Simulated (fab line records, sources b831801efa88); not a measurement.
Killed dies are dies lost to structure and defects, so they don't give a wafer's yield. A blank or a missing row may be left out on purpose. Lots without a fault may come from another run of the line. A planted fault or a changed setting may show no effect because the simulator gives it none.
Which tool did it? | flow sky130 | 12 lots, 36 wafers sampled, at 5 steps of a route of 708

WHAT THE GAUGES READ, wafer by wafer
SKY_SONOS_TUNNEL_CD_MEAS_07: target cd 410 nm. Usual: cd_nm 409.9 nm, standard deviation 2.2.
lot  | measured     | on        | cd_nm (nm)        | flag
L694 | day 11 05:55 | cd_sem-02 | 407.5 408.3 405.9 |
L695 | day 11 13:31 | cd_sem-01 | 412.0 411.0 411.5 |
L698 | day 12 11:23 | cd_sem-01 | 410.6 410.7 411.7 |
L699 | day 12 21:55 | cd_sem-01 | 411.2 410.4 409.1 |
L707 | day 15 13:11 | cd_sem-02 | 411.4 408.9 408.3 |
L708 | day 15 19:23 | cd_sem-02 | 407.2 409.6 409.1 |
L711 | day 16 18:53 | cd_sem-02 | 405.1 407.5 407.4 |
L712 | day 17 03:50 | cd_sem-02 | 409.6 406.9 408.1 |
L713 | day 17 11:22 | cd_sem-01 | 407.9 407.5 409.0 |
L714 | day 17 23:55 | cd_sem-02 | 408.7 408.5 407.8 |
L715 | day 18 07:30 | cd_sem-01 | 411.7 411.0 411.7 |
L716 | day 18 22:14 | cd_sem-01 | 413.1 411.8 413.8 |

SKY_SONOS_ONO_THK_MEAS_03. Usual: SONOS_ONO_CVD_02_THK 10.54 nm, standard deviation 0.12.
lot  | measured     | on            | SONOS_ONO_CVD_02_THK (nm) | flag
L694 | day 11 09:43 | film_metro-04 | 10.50 10.38 10.57         |
L695 | day 11 17:34 | film_metro-03 | 10.67 10.79 10.72         |
L698 | day 12 22:28 | film_metro-01 | 11.97 11.92 11.92         | OFF
L699 | day 13 09:48 | film_metro-03 | 12.05 12.05 11.92         | OFF
L707 | day 16 01:17 | film_metro-03 | 10.39 10.49 10.64         |
L708 | day 16 01:17 | film_metro-01 | 10.56 10.50 10.64         |
L711 | day 16 21:58 | film_metro-03 | 10.40 10.31 10.36         |
L712 | day 17 09:38 | film_metro-01 | 10.35 10.51 10.60         |
L713 | day 17 17:09 | film_metro-04 | 10.62 10.58 10.62         |
L714 | day 18 03:29 | film_metro-01 | 10.52 10.58 10.54         |
L715 | day 18 14:23 | film_metro-03 | 10.61 10.59 10.57         |
L716 | day 19 15:19 | film_metro-04 | 10.60 10.64 10.60         |

WHICH TOOL RAN EACH LOT (tool, then ch and the chambers of the sampled wafers, then the start)
lot  | SKY_NWELL_STRIP_25                   | SKY_VT_ADJUST_HVTP_STRIP_10          | SKY_SONOS_ONO_CVD_02
L694 | plasma_asher-03 ch 0,1, day 5 04:59  | plasma_asher-01 ch 0,1, day 5 23:39  | lpcvd-02 ch 0, day 11 08:38
L695 | plasma_asher-04 ch 0,1, day 5 12:23  | plasma_asher-03 ch 0,1, day 6 07:28  | lpcvd-02 ch 0, day 11 16:31
L698 | plasma_asher-04 ch 0,1, day 6 02:56  | plasma_asher-02 ch 0,1, day 6 22:40  | lpcvd-02 ch 1, day 12 21:23
L699 | plasma_asher-04 ch 0,1, day 6 11:05  | plasma_asher-03 ch 0,1, day 7 07:10  | lpcvd-02 ch 1, day 13 08:45
L707 | plasma_asher-04 ch 0,1, day 8 12:59  | plasma_asher-03 ch 0,1, day 9 11:11  | lpcvd-02 ch 1, day 16 00:14
L708 | plasma_asher-02 ch 0,1, day 8 17:56  | plasma_asher-01 ch 0,1, day 9 16:13  | lpcvd-02 ch 0, day 16 00:14
L711 | plasma_asher-03 ch 0,1, day 9 13:50  | plasma_asher-01 ch 0,1, day 10 13:02 | lpcvd-02 ch 1, day 16 20:54
L712 | plasma_asher-04 ch 0,1, day 9 20:54  | plasma_asher-01 ch 0,1, day 10 20:02 | lpcvd-02 ch 1, day 17 08:35
L713 | plasma_asher-03 ch 0,1, day 10 01:23 | plasma_asher-03 ch 0,1, day 11 01:14 | lpcvd-02 ch 1, day 17 16:06
L714 | plasma_asher-02 ch 0,1, day 10 11:13 | plasma_asher-03 ch 0,1, day 11 11:25 | lpcvd-02 ch 1, day 18 02:25
L715 | plasma_asher-04 ch 0,1, day 10 17:41 | plasma_asher-02 ch 0,1, day 11 18:36 | lpcvd-02 ch 1, day 18 13:19
L716 | plasma_asher-03 ch 0,1, day 11 05:05 | plasma_asher-03 ch 0,1, day 12 06:07 | lpcvd-02 ch 1, day 19 14:16
- SKY_NWELL_STRIP_25: strips in O2/N2.
- SKY_VT_ADJUST_HVTP_STRIP_10: strips in O2/N2.
- SKY_SONOS_ONO_CVD_02: deposits Si3N4 from DCS/NH3, target thk 10.5 nm, time 180 s.

WHAT THE TOOLS THEMSELVES READ (means of the sampled wafers that have a number; where no wafer has one, the mark that the record gives instead)
SKY_NWELL_STRIP_25. Usual: drypump_motor_current_A 5.9 A, standard deviation 0.45; n2_flow_sccm 300.1 sccm, standard deviation 0.84; oes_product_au 0.723 a.u., standard deviation 0.0048; strip_time_to_endpoint_s 36.87 s, standard deviation 0.086.
lot  | tool            | drypump_motor_current_A (A) | n2_flow_sccm (sccm) | oes_product_au (a.u.) | strip_time_to_endpoint_s (s) | flag
L694 | plasma_asher-03 | 6.2                         | 300.5               | 0.725                 | 36.78                        |
L695 | plasma_asher-04 | 5.8                         | 300.4               | 0.721                 | 36.83                        |
L698 | plasma_asher-04 | 5.8                         | 299.0               | 0.724                 | 36.82                        |
L699 | plasma_asher-04 | 5.7                         | 301.0               | 0.724                 | 36.87                        |
L707 | plasma_asher-04 | 5.7                         | 300.4               | 0.721                 | 36.87                        |
L708 | plasma_asher-02 | 5.7                         | 299.2               | 0.720                 | 36.86                        |
L711 | plasma_asher-03 | 6.1                         | 300.6               | 0.723                 | 36.76                        |
L712 | plasma_asher-04 | 5.7                         | 300.3               | 0.725                 | 36.93                        |
L713 | plasma_asher-03 | 6.1                         | 301.0               | 0.721                 | 36.94                        |
L714 | plasma_asher-02 | 5.7                         | 299.5               | 0.724                 | 36.75                        |
L715 | plasma_asher-04 | 6.2                         | 299.7               | 0.722                 | 36.90                        |
L716 | plasma_asher-03 | 5.9                         | 300.4               | 0.720                 | 36.82                        |

SKY_VT_ADJUST_HVTP_STRIP_10. Usual: drypump_motor_current_A 5.8 A, standard deviation 0.38; n2_flow_sccm 300.1 sccm, standard deviation 0.82; oes_product_au 0.715 a.u., standard deviation 0.0042; strip_time_to_endpoint_s 14.18 s, standard deviation 0.042.
lot  | tool            | drypump_motor_current_A (A) | n2_flow_sccm (sccm) | oes_product_au (a.u.) | strip_time_to_endpoint_s (s) | flag
L694 | plasma_asher-01 | 5.9                         | 299.4               | 0.715                 | 14.24                        |
L695 | plasma_asher-03 | 5.9                         | 300.4               | 0.715                 | 14.16                        |
L698 | plasma_asher-02 | 5.8                         | 300.1               | 0.714                 | 14.20                        |
L699 | plasma_asher-03 | 6.1                         | 299.9               | 0.716                 | 14.19                        |
L707 | plasma_asher-03 | 6.1                         | 301.1               | 0.715                 | 14.12                        |
L708 | plasma_asher-01 | 5.6                         | 299.8               | 0.715                 | 14.14                        |
L711 | plasma_asher-01 | 5.6                         | 299.6               | 0.714                 | 14.17                        |
L712 | plasma_asher-01 | 6.0                         | 299.2               | 0.712                 | 14.21                        |
L713 | plasma_asher-03 | 5.9                         | 300.8               | 0.716                 | 14.13                        |
L714 | plasma_asher-03 | 5.9                         | 300.1               | 0.718                 | 14.18                        |
L715 | plasma_asher-02 | 5.8                         | 299.7               | 0.714                 | 14.20                        |
L716 | plasma_asher-03 | 5.9                         | 300.1               | 0.719                 | 14.19                        |

THE ANSWER, worked out from the rows above alone
Rule: a lot is off if the mean of its wafers that have a number lies more than 3 standard deviations from the usual mean. A lot without any number at a reading at which 4 lots or more have one is off too. The other lots that the step has rows for count as sound. The gauges are gone through in route order, then the tools' own readings, and for those a lot's mean is taken as printed above. The first step at which some lot is off is used, and at that step the reading that is off furthest; a lot without a number counts as furthest.
Off: L698, L699, at SKY_SONOS_ONO_THK_MEAS_03 (SONOS_ONO_CVD_02_THK).
A tool fits if, at a process step before that reading, it ran every lot that is off, and no sound lot after the first of them. The gauges at SKY_SONOS_ONO_THK_MEAS_03 are tried like those tools. None of those tried fits.

WHAT THE SIMULATOR HAD PUT IN
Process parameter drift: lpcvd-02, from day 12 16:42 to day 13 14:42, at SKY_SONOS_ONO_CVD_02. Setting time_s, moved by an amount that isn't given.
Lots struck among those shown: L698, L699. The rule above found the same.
